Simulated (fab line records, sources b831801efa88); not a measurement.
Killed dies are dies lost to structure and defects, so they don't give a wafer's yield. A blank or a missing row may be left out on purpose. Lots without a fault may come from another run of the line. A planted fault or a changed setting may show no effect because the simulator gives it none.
fab line records | flow gf180mcu
record lots=5 wafers=15 last_day=35
route steps=602 shown SAB@268
lots that met no fault: from a run of the same line without faults
start_h: hours from the record's first day to the start of the lot's first wafer shown | wait_h: hours since the lot's step before | " the same as in the row above | L1.1+2: a row that stands for several wafers | - no value, or no start given | * or withheld: withheld | < > ~ a bound
route shown NAME@n: a module of which the file shows steps, and the number in the route of the first | usual: mean/standard deviation of fault-free wafers | same: alike in all rows | chamber/n: place in a boat | sites: the reading at each site | _std_site: their standard deviation | _edge_site: outer sites' mean less inner sites' | radius_mm: how far each site lies from the wafer's centre | mask NAME#n: copy n | behind: the tool/chamber that last shaped the wafer | hold: why the lot was held/for how many hours/how that ended | device: the transistor (n, p or np) that didn't switch | end of line: the same wafers' tests at the end of the route | a step without rows: its recipe alone | killed: dies lost to structure and defects at the first sort, not the wafer's yield | map: a wafer's dies, x killed, . not, _ none there
set.NAME: the setting as run; set.NAME@STEP: as run at that earlier step | model.NAME: the simulator's own value behind a step, which no gauge read
lots at some steps of the route; a table a step, a row a wafer
services: from which hour (start_h, from the record's first day; less than 0 if before it) a tool's chamber was out of use, for how many hours, and why
## steps
# step GF_SAB_COAT_04
# recipe resist=NOVOLAK spin_rpm=3000 resist_thk_nm=1000
# usual exhaust_pa=45.1/1
# columns lot.wafer tool chamber start_h wait_h exhaust_pa
L082.3 litho_track-04 0 413.95 0.1 47.4
L082.4 " 0 " " 46.3
L082.5 " 0 " " 46.4
L085.1 litho_track-04 0 431.05 0.1 44.9
L085.2 " 0 " " 44.0
L085.4 " 0 " " 44.2
L089.1 litho_track-04 0 471.15 0.1 44.8
L089.3 " 0 " " 44.8
L089.4 " 0 " " 46.6
L094.3 litho_track-02 0 502.06 0.1 46.1
L094.4 " 0 " " 45.1
L094.6 " 0 " " 45.7
L097.1 litho_track-04 0 530.95 0.1 45.2
L097.3 " 0 " " 44.3
L097.5 " 0 " " 44.5
# step GF_SAB_SOFTBAKE_05
# recipe temp_c=90 time_s=60 resist=NOVOLAK
# usual exhaust_pa=44.8/0.89
# columns lot.wafer tool chamber start_h wait_h exhaust_pa
L082.3 litho_track-04 0 414.10 0.1 46.0
L082.4 " 0 " " 46.0
L082.5 " 0 " " 45.8
L085.1 litho_track-04 0 431.20 0.1 43.9
L085.2 " 0 " " 44.1
L085.4 " 0 " " 43.8
L089.1 litho_track-04 0 471.30 0.1 43.7
L089.3 " 0 " " 43.2
L089.4 " 0 " " 43.8
L094.3 litho_track-02 0 502.21 0.1 45.2
L094.4 " 0 " " 45.2
L094.6 " 0 " " 45.5
L097.1 litho_track-04 0 531.10 0.1 45.1
L097.3 " 0 " " 44.1
L097.5 " 0 " " 44.4
# step GF_SAB_EXPOSE_06
# recipe mask_id=SAB target_cd_nm=420 na=0.6 source_shape=conventional sigma_outer=0.6 dose_mj=140
# usual exposure_dose_mJ_cm2=140.06/0.2
# same na=0.6 sigma_outer=0.6
# columns lot.wafer tool chamber start_h wait_h mask exposure_dose_mJ_cm2
L082.3 iline_stepper-02 0 - - SAB#0 140.19
L082.4 " 0 " " SAB#0 140.19
L082.5 " 0 " " SAB#0 140.36
L085.1 iline_stepper-02 0 - - SAB#0 140.46
L085.2 " 0 " " SAB#0 140.21
L085.4 " 0 " " SAB#0 140.29
L089.1 iline_stepper-02 0 - - SAB#0 140.30
L089.3 " 0 " " SAB#0 140.34
L089.4 " 0 " " SAB#0 140.31
L094.3 iline_stepper-01 0 - - SAB#0 139.96
L094.4 " 0 " " SAB#0 139.98
L094.6 " 0 " " SAB#0 139.89
L097.1 iline_stepper-01 0 - - SAB#0 139.82
L097.3 " 0 " " SAB#0 139.98
L097.5 " 0 " " SAB#0 139.92
# step GF_SAB_PEB_07
# recipe temp_c=withheld time_s=* resist=NOVOLAK
# usual exhaust_pa=44.9/0.94
# columns lot.wafer tool chamber start_h wait_h exhaust_pa
L082.3 litho_track-02 0 - - 42.9
L082.4 " 0 " " 44.2
L082.5 " 0 " " 44.1
L085.1 litho_track-02 0 - - 46.4
L085.2 " 0 " " 44.7
L085.4 " 0 " " 45.8
L089.1 litho_track-02 0 - - 46.6
L089.3 " 0 " " 44.7
L089.4 " 0 " " 45.8
L094.3 litho_track-04 0 - - 45.8
L094.4 " 0 " " 46.7
L094.6 " 0 " " 45.9
L097.1 litho_track-01 0 - - 44.9
L097.3 " 0 " " 43.4
L097.5 " 0 " " 44.6
# step GF_SAB_DEVELOP_08
# recipe develop_time_s=60 dev_temp_c=23
# usual exhaust_pa=45.0/0.93
# columns lot.wafer tool chamber start_h wait_h exhaust_pa
L082.3 litho_track-02 0 425.67 0.1 44.4
L082.4 " 0 " " 44.0
L082.5 " 0 " " 44.8
L085.1 litho_track-02 0 443.12 0.1 44.3
L085.2 " 0 " " 43.8
L085.4 " 0 " " 44.1
L089.1 litho_track-02 0 483.76 0.1 45.4
L089.3 " 0 " " 46.9
L089.4 " 0 " " 46.1
L094.3 litho_track-04 0 513.50 0.1 46.3
L094.4 " 0 " " 46.4
L094.6 " 0 " " 46.3
L097.1 litho_track-01 0 541.97 0.1 44.5
L097.3 " 0 " " 45.9
L097.5 " 0 " " 45.7
# step GF_SAB_CD_MEAS_09
# recipe target_cd_nm=420
# usual cd_nm=420.2/2.3
# columns lot.wafer tool chamber start_h wait_h cd_nm
L082.3 cd_sem-01 - 425.81 0.1 424.6
L082.4 " - " " 424.4
L082.5 " - " " 423.5
L085.1 cd_sem-01 - 443.27 0.1 420.3
L085.2 " - " " 421.5
L085.4 " - " " 423.7
L089.1 cd_sem-02 - 483.91 0.1 418.9
L089.3 " - " " 418.6
L089.4 " - " " 420.8
L094.3 cd_sem-02 - 513.64 0.1 424.9
L094.4 " - " " 421.5
L094.6 " - " " 423.7
L097.1 cd_sem-02 - 542.12 0.1 418.5
L097.3 " - " " 418.1
L097.5 " - " " 419.2
# step GF_SAB_OVL_MEAS_10
# usual SAB_OVL=-0.5/1.5
# columns lot.wafer tool chamber start_h wait_h SAB_OVL[nm]
L082.3 overlay-02 - 425.90 0.1 2.6
L082.4 " - " " 0.9
L082.5 " - " " 2.0
L085.1 overlay-02 - 443.39 0.1 0.3
L085.2 " - " " -0.7
L085.4 " - " " -2.7
L089.1 overlay-02 - 484.03 0.1 -1.7
L089.3 " - " " -0.7
L089.4 " - " " 1.8
L094.3 overlay-01 - 513.73 0.1 -0.6
L094.4 " - " " -1.7
L094.6 " - " " -1.6
L097.1 overlay-01 - 542.24 0.1 -0.4
L097.3 " - " " -1.1
L097.5 " - " " 0.1
## services
# columns tool chamber start_h hours kind
iline_stepper-01 - 430.30 2.2 repair
iline_stepper-01 0 507.35 - calibration
iline_stepper-02 - 515.91 4.4 pm
iline_stepper-01 - 523.15 1.7 pm
iline_stepper-02 0 533.66 - calibration
## key
fault none
